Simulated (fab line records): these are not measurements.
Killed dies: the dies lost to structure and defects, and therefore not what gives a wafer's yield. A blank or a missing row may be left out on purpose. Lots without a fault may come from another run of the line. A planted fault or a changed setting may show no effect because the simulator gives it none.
Which of the tools did it? | flow sky130 | Sampling: 6 lots, 18 wafers, 3 of 708 route steps

## WHAT EACH GAUGE READ, for each wafer
SKY_LOCAL_INTERCONNECT_RS_MEAS_01: the measuring method here is four-point-probe.
lot  | measured     | on            | LOCAL_INTERCONNECT_TIN_RS (ohm/sq)
L518 | day 29 15:50 | film metro-03 | 14.07 14.03 14.03
L522 | day 31 05:36 | film metro-04 | 14.20 14.09 14.11
L529 | day 32 22:59 | film metro-02 | 14.24 14.21 14.20
L532 | day 34 01:09 | film metro-03 | 14.27 14.17 14.15
L534 | day 35 06:46 | film metro-04 | 14.20 14.04 14.18
L538 | day 36 01:20 | film metro-04 | 14.04 14.12 14.09

## WHICH TOOL RAN EACH LOT (tool, then ch and the chambers of the sampled wafers, then the start)
lot  | SKY_LI_CONTACT_ETCH_15             | SKY_LOCAL_INTERCONNECT_SPUTTER_00
L518 | rie diel-02 ch 2,3, day 29 14:38   | pvd sputter-03, day 29 15:46
L522 | rie diel-03 ch 0,1,2, day 31 04:25 | pvd sputter-02, day 31 05:32
L529 | rie diel-02 ch 0,1,3, day 32 21:46 | pvd sputter-04, day 32 22:53
L532 | rie diel-03 ch 0,1,3, day 33 23:58 | pvd sputter-02, day 34 01:05
L534 | rie diel-03 ch 0,2,3, day 35 05:35 | pvd sputter-02, day 35 06:42
L538 | rie diel-01 ch 2,3, day 36 00:08   | pvd sputter-03, day 36 01:16
- SKY_LI_CONTACT_ETCH_15: etches PSG in C4F8/O2/Ar, stops on Si, target depth 600 nm.
- SKY_LOCAL_INTERCONNECT_SPUTTER_00: material TiN, target thk 100 nm, time 83.3 s.

## THE ANSWER, worked out from the rows above alone
Rule: the usual values come from the lots themselves. Put in order of their means at a reading, lots are off if they are a third of the lots or fewer, leave a main group of 4 or more, and stand apart from it by a gap of 3 or more times the standard deviation of the main group's means; of several such gaps the widest counts. A main group whose means are all the same, to the digits that the tables above print for the reading, isn't used. Also off: a lot with no number at a reading for which 4 or more lots have one. The other lots that the step has rows for count as sound.
Across all readings shown, no lot is off: no conclusion can be drawn from this.

## WHAT THE SIMULATOR PUT IN
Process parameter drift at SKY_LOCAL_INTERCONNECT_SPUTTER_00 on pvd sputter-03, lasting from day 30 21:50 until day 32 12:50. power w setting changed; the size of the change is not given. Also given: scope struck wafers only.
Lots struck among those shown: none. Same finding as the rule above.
